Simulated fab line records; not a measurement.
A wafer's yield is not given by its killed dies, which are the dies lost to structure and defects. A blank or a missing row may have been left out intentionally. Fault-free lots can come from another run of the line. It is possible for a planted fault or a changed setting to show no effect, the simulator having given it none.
fab line records ; flow sky130
record: lots: 24; wafers: 72; last-day: 50
route steps=708 shown METAL1@450 VIA3@575 METAL4@601 CAP2M@604
lots untouched by any fault: they come from a run of this same line in which no faults occurred
start-h: hours from the record's first day to the start of the lot's first wafer shown ; wait-h: hours since the lot's step before ; " the same as in the row above ; L1.1+2: a row that stands for several wafers ; - value missing, or start not given ; * or withheld: withheld ; < > ~ a bound
route shown NAME@n: names a module that has steps shown in the file, with the first one's number in the route ; usual: the fault-free wafers' mean and standard deviation ; same: alike in all rows ; chamber/n: place in a boat ; sites: per-site readings ; _std_site: standard deviation across them ; _edge_site: the outer-site mean with the inner-site mean subtracted ; radius-mm: how far each site lies from the wafer's centre ; mask NAME#n: copy n ; behind: the last tool/chamber to shape the wafer ; hold: cause of the lot's hold/its duration in hours/its outcome ; device: names the non-switching transistor (n, p or np) ; end of line: the same wafers' tests at the end of the route ; a step with no rows: only its recipe ; killed: at the first sort, the dies lost to defects and structure; wafer yield is something else ; map: per-die view of a wafer (x killed, . not killed, _ where there is no die)
set.NAME: the setting the step ran with; set.NAME@STEP: the setting that earlier step ran with ; model.NAME: the simulator's own value behind a step, which no gauge read
the route's steps for a sample of lots (tables are steps, rows are wafers)
services: a tool's chamber out of use, with start hour (start-h, from the record's first day; less than 0 if before it), hours out, and reason
== steps ==
step: SKY_METAL1_OVL_MEAS_16
usual: METAL1_OVL: 3/4.8
lot.wafer;tool;chamber;start-h;wait-h;METAL1_OVL[nm]
L074.2;overlay-02;-;760.98;0.1;-3
L074.4;overlay-02;-;760.98;0.1;-2
L074.6;overlay-02;-;760.98;0.1;2
L075.1;overlay-01;-;770.93;0.1;2
L075.2;overlay-01;-;770.93;0.1;3
L075.5;overlay-01;-;770.93;0.1;-4
L076.3;overlay-01;-;780.34;0.1;-2
L076.4;overlay-01;-;780.34;0.1;6
L076.6;overlay-01;-;780.34;0.1;-2
L077.2;overlay-01;-;794.74;0.1;8
L077.3;overlay-01;-;794.74;0.1;0
L077.6;overlay-01;-;794.74;0.1;-1
L078.1;overlay-02;-;795.48;0.1;-1
L078.5;overlay-02;-;795.48;0.1;10
L078.6;overlay-02;-;795.48;0.1;2
L079.1;overlay-02;-;805.76;0.1;1
L079.2;overlay-02;-;805.76;0.1;9
L079.3;overlay-02;-;805.76;0.1;10
L080.3;overlay-01;-;819.32;0.1;2
L080.4;overlay-01;-;819.32;0.1;1
L080.5;overlay-01;-;819.32;0.1;5
L081.3;overlay-02;-;823.94;0.1;2
L081.5;overlay-02;-;823.94;0.1;12
L081.6;overlay-02;-;823.94;0.1;3
L082.1;overlay-02;-;844.08;0.1;-4
L082.4;overlay-02;-;844.08;0.1;3
L082.5;overlay-02;-;844.08;0.1;2
L084.1;overlay-02;-;867.48;0.1;5
L084.2;overlay-02;-;867.48;0.1;10
L084.5;overlay-02;-;867.48;0.1;10
L083.1;overlay-02;-;868.71;0.1;0
L083.4;overlay-02;-;868.71;0.1;-5
L083.5;overlay-02;-;868.71;0.1;-9
L085.1;overlay-02;-;872.13;0.1;11
L085.4;overlay-02;-;872.13;0.1;5
L085.5;overlay-02;-;872.13;0.1;7
L087.1;overlay-01;-;872.76;0.1;6
L087.3;overlay-01;-;872.76;0.1;6
L087.4;overlay-01;-;872.76;0.1;5
L086.2;overlay-01;-;874.21;0.1;7
L086.5;overlay-01;-;874.21;0.1;10
L086.6;overlay-01;-;874.21;0.1;2
L088.3;overlay-01;-;876.59;0.1;2
L088.4;overlay-01;-;876.59;0.1;3
L088.5;overlay-01;-;876.59;0.1;4
L089.4;overlay-02;-;883.07;0.1;8
L089.5;overlay-02;-;883.07;0.1;8
L089.6;overlay-02;-;883.07;0.1;7
L090.1;overlay-02;-;891.18;0.1;-4
L090.3;overlay-02;-;891.18;0.1;-8
L090.4;overlay-02;-;891.18;0.1;-8
L092.2;overlay-02;-;899.36;0.1;-4
L092.3;overlay-02;-;899.36;0.1;-1
L092.5;overlay-02;-;899.36;0.1;2
L091.1;overlay-02;-;901.18;0.1;2
L091.5;overlay-02;-;901.18;0.1;-5
L091.6;overlay-02;-;901.18;0.1;-2
L093.1;overlay-01;-;906.71;0.1;6
L093.2;overlay-01;-;906.71;0.1;1
L093.4;overlay-01;-;906.71;0.1;7
L094.2;overlay-01;-;912.64;0.1;4
L094.4;overlay-01;-;912.64;0.1;9
L094.6;overlay-01;-;912.64;0.1;6
L095.3;overlay-01;-;923.84;0.1;-3
L095.4;overlay-01;-;923.84;0.1;1
L095.5;overlay-01;-;923.84;0.1;-2
L096.2;overlay-02;-;930.38;0.1;7
L096.4;overlay-02;-;930.38;0.1;11
L096.5;overlay-02;-;930.38;0.1;4
L097.1;overlay-02;-;951.26;0.1;3
L097.3;overlay-02;-;951.26;0.1;8
L097.4;overlay-02;-;951.26;0.1;3
step: SKY_VIA3_CMP_02
recipe: material: SiO2; down-force-psi: 4; platen-rpm: 60; pad-velocity-m-s: 0.94248
usual: motor-current-A: 12.2/1.1
lot.wafer;tool;chamber;start-h;wait-h;motor-current-A
L074.2;cmp-02;3;901.35;0.0;13.7
L074.4;cmp-02;0;901.35;0.0;13.2
L074.6;cmp-02;0;901.35;0.0;13.5
L075.1;cmp-01;3;910.12;0.1;11.0
L075.2;cmp-01;2;910.12;0.1;11.9
L075.5;cmp-01;0;910.12;0.1;12.0
L076.4;cmp-02;3;916.98;0.0;13.7
L076.3;cmp-02;0;916.98;0.0;13.4
L076.6;cmp-02;0;916.98;0.0;13.4
L077.3;cmp-01;2;932.31;0.1;12.8
L077.2;cmp-01;3;932.31;0.1;11.7
L077.6;cmp-01;0;932.31;0.1;11.5
L078.1;cmp-02;2;932.67;0.2;11.2
L078.6;cmp-02;3;932.67;0.2;12.9
L078.5;cmp-02;0;932.67;0.2;13.9
L079.2;cmp-02;3;941.58;0.0;13.6
L079.3;cmp-02;1;941.58;0.0;10.4
L079.1;cmp-02;2;941.58;0.0;10.9
L080.3;cmp-01;1;955.74;0.1;12.7
L080.4;cmp-01;2;955.74;0.1;12.7
L080.5;cmp-01;0;955.74;0.1;11.9
L081.3;cmp-02;3;960.52;0.5;13.8
L081.5;cmp-02;1;960.52;0.5;10.3
L081.6;cmp-02;2;960.52;0.5;11.5
L082.4;cmp-02;3;976.68;0.1;13.8
L082.1;cmp-02;0;976.68;0.1;13.7
L082.5;cmp-02;3;976.68;0.1;13.7
L084.1;cmp-02;2;999.21;0.1;11.0
L084.2;cmp-02;0;999.21;0.1;13.8
L084.5;cmp-02;3;999.21;0.1;13.3
L083.4;cmp-01;2;999.82;0.1;12.3
L083.1;cmp-01;3;999.82;0.1;11.4
L083.5;cmp-01;1;999.82;0.1;12.7
L085.1;cmp-02;1;1003.22;0.1;10.1
L085.4;cmp-02;2;1003.22;0.1;11.8
L085.5;cmp-02;0;1003.22;0.1;14.2
L087.1;cmp-01;0;1003.35;0.1;11.3
L087.3;cmp-01;1;1003.35;0.1;12.8
L087.4;cmp-01;3;1003.35;0.1;12.3
L086.2;cmp-02;2;1005.65;0.0;11.4
L086.6;cmp-02;2;1005.65;0.0;11.2
L086.5;cmp-02;3;1005.65;0.0;13.1
L088.4;cmp-01;1;1006.77;0.0;12.5
L088.3;cmp-01;0;1006.77;0.0;11.5
L088.5;cmp-01;2;1006.77;0.0;12.2
L089.4;cmp-01;2;1013.56;0.1;11.8
L089.6;cmp-01;1;1013.56;0.1;12.7
L089.5;cmp-01;2;1013.56;0.1;12.1
L090.4;cmp-01;2;1019.49;0.0;12.4
L090.1;cmp-01;0;1019.49;0.0;12.1
L090.3;cmp-01;1;1019.49;0.0;12.7
L092.2;cmp-01;2;1028.49;0.0;12.7
L092.3;cmp-01;1;1028.49;0.0;12.5
L092.5;cmp-01;2;1028.49;0.0;12.2
L091.1;cmp-02;2;1031.59;0.1;10.9
L091.6;cmp-02;1;1031.59;0.1;10.9
L091.5;cmp-02;2;1031.59;0.1;11.2
L093.4;cmp-02;3;1036.47;0.0;13.2
L093.1;cmp-02;1;1036.47;0.0;9.9
L093.2;cmp-02;2;1036.47;0.0;10.8
L094.2;cmp-01;2;1040.09;0.0;12.5
L094.4;cmp-01;3;1040.09;0.0;11.5
L094.6;cmp-01;2;1040.09;0.0;12.7
L095.4;cmp-02;0;1048.51;0.0;13.5
L095.3;cmp-02;1;1048.51;0.0;10.3
L095.5;cmp-02;0;1048.51;0.0;13.1
L096.2;cmp-01;0;1056.27;0.0;11.5
L096.4;cmp-01;1;1056.27;0.0;12.3
L096.5;cmp-01;1;1056.27;0.0;12.9
L097.3;cmp-02;2;1073.40;0.0;11.1
L097.4;cmp-02;3;1073.40;0.0;13.9
L097.1;cmp-02;0;1073.40;0.0;13.1
step: SKY_METAL4_SPUTTER_03
recipe: material: Ti; target-thk-nm: 5; power-w: 3000; time-s: 3.3; chamber-pressure-pa: 0.4
usual: throttle-valve-pct: 30.0/0.86
lot.wafer;tool;chamber;start-h;wait-h;throttle-valve-pct
L074.2;pvd-sputter-03;-;927.98;0.0;30.2
L074.4;pvd-sputter-03;-;927.98;0.0;30.1
L074.6;pvd-sputter-03;-;927.98;0.0;31.4
L075.1;pvd-sputter-04;-;936.81;0.0;30.2
L075.2;pvd-sputter-04;-;936.81;0.0;30.3
L075.5;pvd-sputter-04;-;936.81;0.0;30.0
L076.3;pvd-sputter-03;-;943.60;0.0;31.5
L076.4;pvd-sputter-03;-;943.60;0.0;29.3
L076.6;pvd-sputter-03;-;943.60;0.0;30.0
L077.2;pvd-sputter-03;-;959.15;0.0;29.0
L077.3;pvd-sputter-03;-;959.15;0.0;31.5
L077.6;pvd-sputter-03;-;959.15;0.0;30.7
L078.1;pvd-sputter-04;-;959.75;0.0;30.3
L078.5;pvd-sputter-04;-;959.75;0.0;30.4
L078.6;pvd-sputter-04;-;959.75;0.0;30.4
L079.1;pvd-sputter-03;-;968.10;0.0;30.3
L079.2;pvd-sputter-03;-;968.10;0.0;31.5
L079.3;pvd-sputter-03;-;968.10;0.0;29.3
L080.3;pvd-sputter-04;-;981.24;0.0;30.1
L080.4;pvd-sputter-04;-;981.24;0.0;28.6
L080.5;pvd-sputter-04;-;981.24;0.0;30.0
L081.3;pvd-sputter-04;-;986.29;0.0;28.6
L081.5;pvd-sputter-04;-;986.29;0.0;30.2
L081.6;pvd-sputter-04;-;986.29;0.0;28.7
L082.1;pvd-sputter-03;-;1002.03;0.0;31.6
L082.4;pvd-sputter-03;-;1002.03;0.0;30.5
L082.5;pvd-sputter-03;-;1002.03;0.0;30.2
L084.1;pvd-sputter-02;-;1024.83;0.0;30.2
L084.2;pvd-sputter-02;-;1024.83;0.0;28.3
L084.5;pvd-sputter-02;-;1024.83;0.0;30.4
L083.1;pvd-sputter-04;-;1025.28;0.0;28.8
L083.4;pvd-sputter-04;-;1025.28;0.0;30.2
L083.5;pvd-sputter-04;-;1025.28;0.0;30.1
L085.1;pvd-sputter-04;-;1028.48;0.0;28.5
L085.4;pvd-sputter-04;-;1028.48;0.0;30.3
L085.5;pvd-sputter-04;-;1028.48;0.0;30.4
L087.1;pvd-sputter-03;-;1028.71;0.0;31.7
L087.3;pvd-sputter-03;-;1028.71;0.0;30.6
L087.4;pvd-sputter-03;-;1028.71;0.0;29.9
L086.2;pvd-sputter-02;-;1031.26;0.0;28.6
L086.5;pvd-sputter-02;-;1031.26;0.0;28.5
L086.6;pvd-sputter-02;-;1031.26;0.0;30.3
L088.3;pvd-sputter-03;-;1032.56;0.0;30.6
L088.4;pvd-sputter-03;-;1032.56;0.0;30.1
L088.5;pvd-sputter-03;-;1032.56;0.0;30.6
L089.4;pvd-sputter-04;-;1039.28;0.0;30.3
L089.5;pvd-sputter-04;-;1039.28;0.0;30.4
L089.6;pvd-sputter-04;-;1039.28;0.0;30.4
L090.1;pvd-sputter-02;-;1044.42;0.0;30.4
L090.3;pvd-sputter-02;-;1044.42;0.0;28.5
L090.4;pvd-sputter-02;-;1044.42;0.0;28.4
L092.2;pvd-sputter-04;-;1051.82;0.0;28.7
L092.3;pvd-sputter-04;-;1051.82;0.0;30.0
L092.5;pvd-sputter-04;-;1051.82;0.0;30.3
L091.1;pvd-sputter-02;-;1055.63;0.0;30.5
L091.5;pvd-sputter-02;-;1055.63;0.0;28.9
L091.6;pvd-sputter-02;-;1055.63;0.0;28.7
L093.1;pvd-sputter-03;-;1059.93;0.0;30.7
L093.2;pvd-sputter-03;-;1059.93;0.0;31.2
L093.4;pvd-sputter-03;-;1059.93;0.0;29.4
L094.2;pvd-sputter-02;-;1063.97;0.0;28.3
L094.4;pvd-sputter-02;-;1063.97;0.0;28.6
L094.6;pvd-sputter-02;-;1063.97;0.0;30.5
L095.3;pvd-sputter-02;-;1071.93;0.0;30.2
L095.4;pvd-sputter-02;-;1071.93;0.0;28.6
L095.5;pvd-sputter-02;-;1071.93;0.0;30.5
L096.2;pvd-sputter-02;-;1079.69;0.0;28.5
L096.4;pvd-sputter-02;-;1079.69;0.0;30.5
L096.5;pvd-sputter-02;-;1079.69;0.0;30.5
L097.1;pvd-sputter-04;-;1095.84;0.0;30.7
L097.3;pvd-sputter-04;-;1095.84;0.0;29.0
L097.4;pvd-sputter-04;-;1095.84;0.0;30.2
step: SKY_METAL4_SPUTTER_04
recipe: material: TiN; target-thk-nm: 70; power-w: 6500; time-s: 58.3; chamber-pressure-pa: 0.4
usual: throttle-valve-pct: 30.0/0.83
lot.wafer;tool;chamber;start-h;wait-h;throttle-valve-pct
L074.2;pvd-sputter-03;-;928.00;0.0;30.4
L074.4;pvd-sputter-03;-;928.00;0.0;29.9
L074.6;pvd-sputter-03;-;928.00;0.0;31.7
L075.1;pvd-sputter-04;-;936.83;0.0;30.2
L075.2;pvd-sputter-04;-;936.83;0.0;30.3
L075.5;pvd-sputter-04;-;936.83;0.0;30.3
L076.3;pvd-sputter-03;-;943.61;0.0;31.4
L076.4;pvd-sputter-03;-;943.61;0.0;28.9
L076.6;pvd-sputter-03;-;943.61;0.0;30.1
L077.2;pvd-sputter-03;-;959.17;0.0;29.4
L077.3;pvd-sputter-03;-;959.17;0.0;31.4
L077.6;pvd-sputter-03;-;959.17;0.0;30.7
L078.1;pvd-sputter-04;-;959.77;0.0;30.3
L078.5;pvd-sputter-04;-;959.77;0.0;30.1
L078.6;pvd-sputter-04;-;959.77;0.0;30.1
L079.1;pvd-sputter-03;-;968.12;0.0;30.1
L079.2;pvd-sputter-03;-;968.12;0.0;31.2
L079.3;pvd-sputter-03;-;968.12;0.0;29.3
L080.3;pvd-sputter-04;-;981.26;0.0;30.2
L080.4;pvd-sputter-04;-;981.26;0.0;28.7
L080.5;pvd-sputter-04;-;981.26;0.0;30.1
L081.3;pvd-sputter-04;-;986.31;0.0;29.0
L081.5;pvd-sputter-04;-;986.31;0.0;30.1
L081.6;pvd-sputter-04;-;986.31;0.0;28.9
L082.1;pvd-sputter-03;-;1002.05;0.0;31.3
L082.4;pvd-sputter-03;-;1002.05;0.0;30.6
L082.5;pvd-sputter-03;-;1002.05;0.0;30.0
L084.1;pvd-sputter-02;-;1024.84;0.0;30.3
L084.2;pvd-sputter-02;-;1024.84;0.0;28.6
L084.5;pvd-sputter-02;-;1024.84;0.0;30.4
L083.1;pvd-sputter-04;-;1025.29;0.0;28.6
L083.4;pvd-sputter-04;-;1025.29;0.0;30.2
L083.5;pvd-sputter-04;-;1025.29;0.0;30.2
L085.1;pvd-sputter-04;-;1028.49;0.0;28.6
L085.4;pvd-sputter-04;-;1028.49;0.0;30.2
L085.5;pvd-sputter-04;-;1028.49;0.0;30.3
L087.1;pvd-sputter-03;-;1028.73;0.0;31.3
L087.3;pvd-sputter-03;-;1028.73;0.0;30.7
L087.4;pvd-sputter-03;-;1028.73;0.0;30.1
L086.2;pvd-sputter-02;-;1031.27;0.0;28.6
L086.5;pvd-sputter-02;-;1031.27;0.0;28.7
L086.6;pvd-sputter-02;-;1031.27;0.0;30.5
L088.3;pvd-sputter-03;-;1032.58;0.0;30.5
L088.4;pvd-sputter-03;-;1032.58;0.0;29.9
L088.5;pvd-sputter-03;-;1032.58;0.0;30.5
L089.4;pvd-sputter-04;-;1039.30;0.0;30.3
L089.5;pvd-sputter-04;-;1039.30;0.0;29.9
L089.6;pvd-sputter-04;-;1039.30;0.0;30.7
L090.1;pvd-sputter-02;-;1044.44;0.0;30.3
L090.3;pvd-sputter-02;-;1044.44;0.0;28.7
L090.4;pvd-sputter-02;-;1044.44;0.0;28.7
L092.2;pvd-sputter-04;-;1051.84;0.0;28.6
L092.3;pvd-sputter-04;-;1051.84;0.0;30.0
L092.5;pvd-sputter-04;-;1051.84;0.0;30.5
L091.1;pvd-sputter-02;-;1055.64;0.0;30.3
L091.5;pvd-sputter-02;-;1055.64;0.0;28.6
L091.6;pvd-sputter-02;-;1055.64;0.0;28.6
L093.1;pvd-sputter-03;-;1059.94;0.0;30.3
L093.2;pvd-sputter-03;-;1059.94;0.0;31.4
L093.4;pvd-sputter-03;-;1059.94;0.0;29.0
L094.2;pvd-sputter-02;-;1063.99;0.0;28.5
L094.4;pvd-sputter-02;-;1063.99;0.0;28.5
L094.6;pvd-sputter-02;-;1063.99;0.0;29.9
L095.3;pvd-sputter-02;-;1071.95;0.0;30.7
L095.4;pvd-sputter-02;-;1071.95;0.0;28.4
L095.5;pvd-sputter-02;-;1071.95;0.0;30.4
L096.2;pvd-sputter-02;-;1079.71;0.0;28.7
L096.4;pvd-sputter-02;-;1079.71;0.0;30.2
L096.5;pvd-sputter-02;-;1079.71;0.0;30.3
L097.1;pvd-sputter-04;-;1095.86;0.0;30.4
L097.3;pvd-sputter-04;-;1095.86;0.0;28.9
L097.4;pvd-sputter-04;-;1095.86;0.0;30.2
step: SKY_CAP2M_THK_MEAS_01
recipe: reads: SiO2_of_CAP2M_CVD_00
usual: CAP2M_CVD_00_THK: 15.44/0.22
lot.wafer;tool;chamber;start-h;wait-h;CAP2M_CVD_00_THK[nm]
L074.2;film-metro-03;-;928.08;-;15.33
L074.4;film-metro-03;-;928.08;-;15.64
L074.6;film-metro-03;-;928.08;-;15.35
L075.1;film-metro-01;-;936.90;-;15.20
L075.2;film-metro-01;-;936.90;-;15.33
L075.5;film-metro-01;-;936.90;-;15.72
L076.3;film-metro-01;-;943.70;-;15.49
L076.4;film-metro-01;-;943.70;-;15.65
L076.6;film-metro-01;-;943.70;-;15.49
L077.2;film-metro-03;-;959.25;-;15.47
L077.3;film-metro-03;-;959.25;-;15.28
L077.6;film-metro-03;-;959.25;-;15.40
L078.1;film-metro-01;-;959.84;-;15.27
L078.5;film-metro-01;-;959.84;-;15.54
L078.6;film-metro-01;-;959.84;-;15.43
L079.1;film-metro-01;-;968.19;-;15.51
L079.2;film-metro-01;-;968.19;-;15.37
L079.3;film-metro-01;-;968.19;-;15.47
L080.3;film-metro-03;-;981.35;-;15.14
L080.4;film-metro-03;-;981.35;-;15.71
L080.5;film-metro-03;-;981.35;-;15.45
L081.3;film-metro-01;-;986.40;-;15.12
L081.5;film-metro-01;-;986.40;-;15.25
L081.6;film-metro-01;-;986.40;-;15.44
L082.1;film-metro-01;-;1002.12;-;15.55
L082.4;film-metro-01;-;1002.12;-;15.32
L082.5;film-metro-01;-;1002.12;-;15.44
L084.1;film-metro-04;-;1024.92;-;15.40
L084.2;film-metro-04;-;1024.92;-;15.07
L084.5;film-metro-04;-;1024.92;-;15.28
L083.1;film-metro-03;-;1025.37;-;15.29
L083.4;film-metro-03;-;1025.37;-;15.84
L083.5;film-metro-03;-;1025.37;-;15.87
L085.1;film-metro-03;-;1028.57;-;15.38
L085.4;film-metro-03;-;1028.57;-;15.82
L085.5;film-metro-03;-;1028.57;-;15.69
L087.1;film-metro-03;-;1028.80;-;15.12
L087.3;film-metro-03;-;1028.80;-;15.45
L087.4;film-metro-03;-;1028.80;-;15.52
L086.2;film-metro-03;-;1031.36;-;15.50
L086.5;film-metro-03;-;1031.36;-;15.61
L086.6;film-metro-03;-;1031.36;-;15.70
L088.3;film-metro-04;-;1032.67;-;15.42
L088.4;film-metro-04;-;1032.67;-;16.00
L088.5;film-metro-04;-;1032.67;-;15.73
L089.4;film-metro-04;-;1039.42;-;15.71
L089.5;film-metro-04;-;1039.42;-;15.78
L089.6;film-metro-04;-;1039.42;-;15.60
L090.1;film-metro-01;-;1044.51;-;15.05
L090.3;film-metro-01;-;1044.51;-;15.17
L090.4;film-metro-01;-;1044.51;-;15.43
L092.2;film-metro-04;-;1051.92;-;15.48
L092.3;film-metro-04;-;1051.92;-;15.47
L092.5;film-metro-04;-;1051.92;-;15.62
L091.1;film-metro-01;-;1055.72;-;15.09
L091.5;film-metro-01;-;1055.72;-;15.47
L091.6;film-metro-01;-;1055.72;-;15.49
L093.1;film-metro-04;-;1060.02;-;15.44
L093.2;film-metro-04;-;1060.02;-;15.33
L093.4;film-metro-04;-;1060.02;-;15.69
L094.2;film-metro-04;-;1064.07;-;15.22
L094.4;film-metro-04;-;1064.07;-;15.52
L094.6;film-metro-04;-;1064.07;-;15.36
L095.3;film-metro-01;-;1072.04;-;14.90
L095.4;film-metro-01;-;1072.04;-;15.47
L095.5;film-metro-01;-;1072.04;-;15.34
L096.2;film-metro-04;-;1079.79;-;15.19
L096.4;film-metro-04;-;1079.79;-;15.63
L096.5;film-metro-04;-;1079.79;-;15.57
L097.1;film-metro-04;-;1095.93;-;15.42
L097.3;film-metro-04;-;1095.93;-;15.07
L097.4;film-metro-04;-;1095.93;-;15.56
step: SKY_METAL4_ETCH_17
recipe: target: SiO2; stop-on: TiN; chemistry: C4F8/O2/Ar; source-w: 1500; bias-w: 1200; pressure-mtorr: 40; c4f8-flow-sccm: withheld; O2_flow_sccm: 6; Ar_flow_sccm: 300; time-s: 3.9; target-depth-a: 150
usual: oes-product-au: 0.753/0.0064
lot.wafer;tool;chamber;start-h;wait-h;oes-product-au;rf-hours-counter-h
L074.2;rie-diel-02;2;977.64;0.1;0.752;14
L074.4;rie-diel-02;3;977.64;0.1;0.748;12
L074.6;rie-diel-02;1;977.64;0.1;0.753;-
L075.1;rie-diel-04;0;985.29;0.1;0.750;11
L075.2;rie-diel-04;1;985.29;0.1;0.748;18
L075.5;rie-diel-04;3;985.29;0.1;0.760;-
L076.3;rie-diel-02;1;992.47;0.0;0.760;9
L076.4;rie-diel-02;0;992.47;0.0;0.757;15
L076.6;rie-diel-02;1;992.47;0.0;0.757;-
L077.2;rie-diel-01;3;1007.43;0.1;0.752;11
L077.3;rie-diel-01;2;1007.43;0.1;0.744;25
L077.6;rie-diel-01;3;1007.43;0.1;0.759;-
L078.1;rie-diel-04;2;1008.55;0.1;0.748;17
L078.5;rie-diel-04;1;1008.55;0.1;0.755;-
L078.6;rie-diel-04;2;1008.55;0.1;0.754;-
L079.1;rie-diel-04;2;1016.65;0.1;0.757;17
L079.2;rie-diel-04;1;1016.65;0.1;0.750;19
L079.3;rie-diel-04;0;1016.65;0.1;0.758;12
L080.3;rie-diel-01;3;1028.85;0.0;0.748;12
L080.4;rie-diel-01;2;1028.85;0.0;0.757;25
L080.5;rie-diel-01;0;1028.85;0.0;0.749;-
L081.3;rie-diel-02;0;1034.14;0.0;0.744;16
L081.5;rie-diel-02;2;1034.14;0.0;0.740;-
L081.6;rie-diel-02;1;1034.14;0.0;0.750;-
L082.1;rie-diel-01;3;1048.55;0.1;0.761;13
L082.4;rie-diel-01;3;1048.55;0.1;0.751;-
L082.5;rie-diel-01;0;1048.55;0.1;0.755;-
L084.1;rie-diel-01;0;1069.49;0.1;0.755;2
L084.2;rie-diel-01;3;1069.49;0.1;0.746;14
L084.5;rie-diel-01;0;1069.49;0.1;0.743;-
L083.1;rie-diel-04;0;1070.49;0.1;0.756;14
L083.4;rie-diel-04;3;1070.49;0.1;0.761;19
L083.5;rie-diel-04;1;1070.49;0.1;0.763;-
L085.1;rie-diel-01;1;1073.19;0.1;0.756;13
L085.4;rie-diel-01;2;1073.19;0.1;0.766;-
L085.5;rie-diel-01;0;1073.19;0.1;0.762;-
L087.1;rie-diel-02;0;1073.54;0.1;0.743;17
L087.3;rie-diel-02;3;1073.54;0.1;0.751;15
L087.4;rie-diel-02;1;1073.54;0.1;0.749;11
L086.2;rie-diel-01;2;1075.44;0.1;0.752;27
L086.5;rie-diel-01;1;1075.44;0.1;0.766;-
L086.6;rie-diel-01;2;1075.44;0.1;0.760;-
L088.3;rie-diel-01;0;1077.70;0.0;0.762;2
L088.4;rie-diel-01;2;1077.70;0.0;0.763;-
L088.5;rie-diel-01;0;1077.70;0.0;0.756;-
L089.4;rie-diel-02;0;1082.50;0.0;0.762;18
L089.5;rie-diel-02;1;1082.50;0.0;0.756;-
L089.6;rie-diel-02;2;1082.50;0.0;0.756;-
L090.1;rie-diel-02;3;1088.42;0.1;0.739;16
L090.3;rie-diel-02;1;1088.42;0.1;0.749;12
L090.4;rie-diel-02;0;1088.42;0.1;0.751;18
L092.2;rie-diel-02;0;1096.16;0.2;0.747;18
L092.3;rie-diel-02;2;1096.16;0.2;0.754;18
L092.5;rie-diel-02;3;1096.16;0.2;0.754;-
L091.1;rie-diel-02;1;1099.54;0.1;0.741;12
L091.5;rie-diel-02;3;1099.54;0.1;0.748;-
L091.6;rie-diel-02;2;1099.54;0.1;0.750;-
L093.1;rie-diel-01;1;1103.04;0.1;0.745;15
L093.2;rie-diel-01;3;1103.04;0.1;0.753;14
L093.4;rie-diel-01;0;1103.04;0.1;0.756;3
L094.2;rie-diel-04;1;1106.34;0.1;0.746;22
L094.4;rie-diel-04;0;1106.34;0.1;0.755;16
L094.6;rie-diel-04;0;1106.34;0.1;0.752;-
L095.3;rie-diel-01;0;1113.02;0.0;0.741;3
L095.4;rie-diel-01;2;1113.02;0.0;0.752;28
L095.5;rie-diel-01;0;1113.02;0.0;0.745;-
L096.2;rie-diel-02;0;1121.40;0.1;0.747;19
L096.4;rie-diel-02;1;1121.40;0.1;0.755;13
L096.5;rie-diel-02;0;1121.40;0.1;0.750;-
L097.1;rie-diel-02;0;1135.70;0.1;0.745;20
L097.3;rie-diel-02;0;1135.70;0.1;0.743;-
L097.4;rie-diel-02;1;1135.70;0.1;0.753;-
== services ==
tool;chamber;start-h;hours;kind
pvd-sputter-03;-;884.55;2.8;repair
rie-diel-04;0;892.00;4.3;repair
rie-diel-01;0;911.41;9.7;repair
cmp-02;-;912.00;4.0;pm
cmp-02;-;919.46;5.2;repair
pvd-sputter-03;-;920.64;3.4;repair
pvd-sputter-03;-;933.30;1.5;repair
rie-diel-04;3;941.83;12.8;repair
pvd-sputter-04;-;963.24;1.5;repair
rie-diel-04;1;968.16;2.2;repair
cmp-01;-;981.87;5.2;pm
pvd-sputter-02;-;1011.12;0.8;repair
cmp-02;-;1012.63;4.0;repair
cmp-01;-;1015.11;1.5;repair
cmp-01;-;1030.60;0.5;repair
cmp-01;-;1046.85;1.7;repair
rie-diel-01;1;1047.35;1.2;repair
rie-diel-01;-;1058.71;5.7;repair
rie-diel-01;3;1071.60;8.3;repair
cmp-01;-;1084.04;4.0;pm
cmp-02;-;1084.58;1.6;repair
rie-diel-01;-;1118.31;3.3;repair
rie-diel-02;2;1126.36;10.0;repair
rie-diel-02;3;1130.73;5.0;repair
== key ==
fault none
